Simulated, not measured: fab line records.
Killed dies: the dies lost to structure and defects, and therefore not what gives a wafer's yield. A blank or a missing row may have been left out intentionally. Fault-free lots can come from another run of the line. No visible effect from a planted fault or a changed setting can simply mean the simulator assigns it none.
Chamber matching + flow sky130 + SKY_VIA1_CMP_24 on cmp-02: 4 sister chambers
The step polishes, stops on SiO2, t overpolish 15 s, target thk 0 nm. 4 wafers are shown with their chamber, then 9 later ones without.

## WAFERS, EACH WITH ITS CHAMBER
| wafer  | chamber | motor-current-A (A) |
|--------|---------|---------------------|
| L847.2 | 2       | 9.3                 |
| L849.2 | 3       | 11.3                |
| L849.4 | 0       | 12.1                |
| L849.5 | 1       | 11.7                |

## WAFERS WITH NO CHAMBER GIVEN
| wafer  | motor-current-A (A) |
|--------|---------------------|
| L851.1 | 12.3                |
| L851.2 | 11.2                |
| L851.6 | 12.4                |
| L856.1 | 9.4                 |
| L856.2 | 12.6                |
| L856.6 | 12.7                |
| L861.1 | 11.2                |
| L861.3 | 12.5                |
| L861.6 | 11.4                |

## WHICH CHAMBER EACH ONE RAN IN
| wafer  | from the rows above          | in truth |
|--------|------------------------------|----------|
| L851.1 | can't be placed: 0 or 1      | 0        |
| L851.2 | can't be placed: 3 or 1      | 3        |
| L851.6 | can't be placed: 0 or 1      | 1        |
| L856.1 | 2                            | 2        |
| L856.2 | can't be placed: 0 or 1      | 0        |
| L856.6 | can't be placed: 0 or 1      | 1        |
| L861.1 | can't be placed: 3 or 1      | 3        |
| L861.3 | can't be placed: 0 or 1      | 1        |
| L861.6 | can't be placed: 3 or 1 or 0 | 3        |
Placed correctly: 1 of 9. Not placeable from these rows: 8 (in 8, the candidates include the true chamber). 0 placed wrongly.
How it was worked out, from the rows above alone: a wafer's distance from a chamber is the root of the sum, over the readings, of the square of ((its reading less the chamber's mean) divided by the reading's scatter). If the next closest chamber is less than 2 further off than the closest, the wafer can't be placed; otherwise it belongs to the closest. A chamber's mean is the mean of its shown wafers. The scatter: with one shown wafer a chamber, the root of the mean of the squares of how far each hidden wafer lies from its nearest shown one.
